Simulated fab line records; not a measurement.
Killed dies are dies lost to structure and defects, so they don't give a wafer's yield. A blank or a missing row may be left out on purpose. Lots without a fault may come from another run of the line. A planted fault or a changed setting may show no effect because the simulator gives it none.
A lot that was struck, set against a sound lot | flow sky130 | 16 steps out of a route of 708
Sound: wafers L431.3, L431.5, L431.6. The struck wafers were L426.1, L426.3, L426.4. Last of all comes the cause.
Per side, at each step with rows, come the tool, then ch with its chambers, and then its first start. Under that, the readings that differ: sound wafers | struck wafers | difference of the means | sigmas: that difference in standard deviations of wafers without a fault.
alike: a reading whose means differ by less than 2 such deviations, as well as words and numbers matching on both sides. not compared: withheld readings; readings where some wafer has no value; bounds like >300 that might hide an equal value; numbers whose values overlap and for which the record gives no deviation.
Wherever a step has rows on one side only, a row that says differs or no value, or a row with sigmas, the two part there. Numbers that have no deviation but don't overlap get no sigmas and don't part them. A reading that every wafer of one side lacks parts them only if that side has two wafers or more.

SKY_SD_N_OVL_MEAS_08:
  struck on overlay-02, day 30 08:38; sound on overlay-02, day 31 23:39
  alike: SD_N_OVL
then, 2 steps without rows for these wafers: SKY_SD_N_IMPLANT_09; SKY_SD_N_IMPLANT_10.
SKY_SD_N_STRIP_11: strips in O2/N2.
  sound on plasmaAsher-04 ch 0,1, day 32 00:00; struck on plasmaAsher-02 ch 0,1, day 30 08:58
reading                  | sound       | struck      | difference | sigmas
drypumpMotorCurrentA (A) | 4.7 4.7 5.8 | 6.4 6.4 6.0 | +1.2       | +2
  alike: oesProductAu, stripTimeToEndpointS
  not compared: rfHoursCounterH
SKY_SD_N_TW_MEAS_12:
  struck on filmMetro-04, day 30 09:04; sound on filmMetro-04, day 32 00:05
  alike: SD_N_TW
then, 1 step without rows for these wafers: SKY_SD_N_CLEAN_13 (cleans in SC1/SC2, time 150 s).
SKY_SD_N_RTA_14: time 2 s.
  sound on rtpAnneal-01 ch 0, day 32 00:12; struck on rtpAnneal-02 ch 0, day 30 09:11
  alike: annealTempCMax, lampPowerPct, wafer_temp_C_max
SKY_SD_N_RS_MEAS_16: uses a four-point probe to measure.
  struck on filmMetro-02, day 30 09:22; sound on filmMetro-02, day 32 00:24
  alike: SD_N_RS
SKY_SD_N_RS_MEAS_17: uses a four-point probe to measure.
  struck on filmMetro-02, day 30 09:29; sound on filmMetro-02, day 32 00:31
  alike: SD_P_RS
SKY_SD_N_RS_MEAS_18: uses a four-point probe to measure.
  struck on filmMetro-02, day 30 09:36; sound on filmMetro-02, day 32 00:38
  alike: RES_XHIGH_RS
then, 1 step without rows for these wafers: SKY_SALICIDE_CLEAN_00 (cleans in HF-last, time 30 s).
SKY_LI_CONTACT_HDPCVD_00: deposits PSG, target thk 930 nm, time 155 s.
  sound on hdpcvd-01 ch 0,1, day 32 00:44; struck on hdpcvd-02 ch 0,2, day 30 09:46
reading                                      | sound             | struck            | difference | sigmas
runLengthS (s)                               | 183.6 183.0 183.3 | 212.5 212.7 212.9 | +29.4      | +55
model.PSG_of_LI_CONTACT_HDPCVD_00.thkNm (nm) | 932.9 921.1 928.7 | 1116 1117 1118    | +189       | 
SKY_LI_CONTACT_THK_MEAS_01:
  struck on filmMetro-01, day 30 09:52; sound on filmMetro-02, day 32 00:52
reading                    | sound       | struck         | difference | sigmas
LI_CONTACT_HDPCVD_THK (nm) | 932 921 929 | 1117 1116 1118 | +190       | +19
SKY_LI_CONTACT_CMP_02: polishes PSG.
  sound on cmp-02 ch 0,1, day 32 00:54; struck on cmp-02 ch 0,2,3, day 30 09:55
reading             | sound    | struck   | difference | sigmas
timeToEndpointS (s) | 33 31 32 | 53 51 56 | +21        | +7
  alike: motorCurrentA
SKY_LI_CONTACT_BOW_MEAS_03:
  struck on filmMetro-02, day 30 10:13; sound on filmMetro-02, day 32 01:14
  alike: LI_CONTACT_BOW
following that, these wafers have no rows for 1 step: SKY_PAD_OPEN_PROBE_99.

## WHERE THEY PART
At SKY_SD_N_STRIP_11 first; at SKY_LI_CONTACT_CMP_02 last (within this record only). Later steps at which nothing parts them and some readings are alike: SKY_LI_CONTACT_BOW_MEAS_03.

WHY: whatever the simulator had introduced
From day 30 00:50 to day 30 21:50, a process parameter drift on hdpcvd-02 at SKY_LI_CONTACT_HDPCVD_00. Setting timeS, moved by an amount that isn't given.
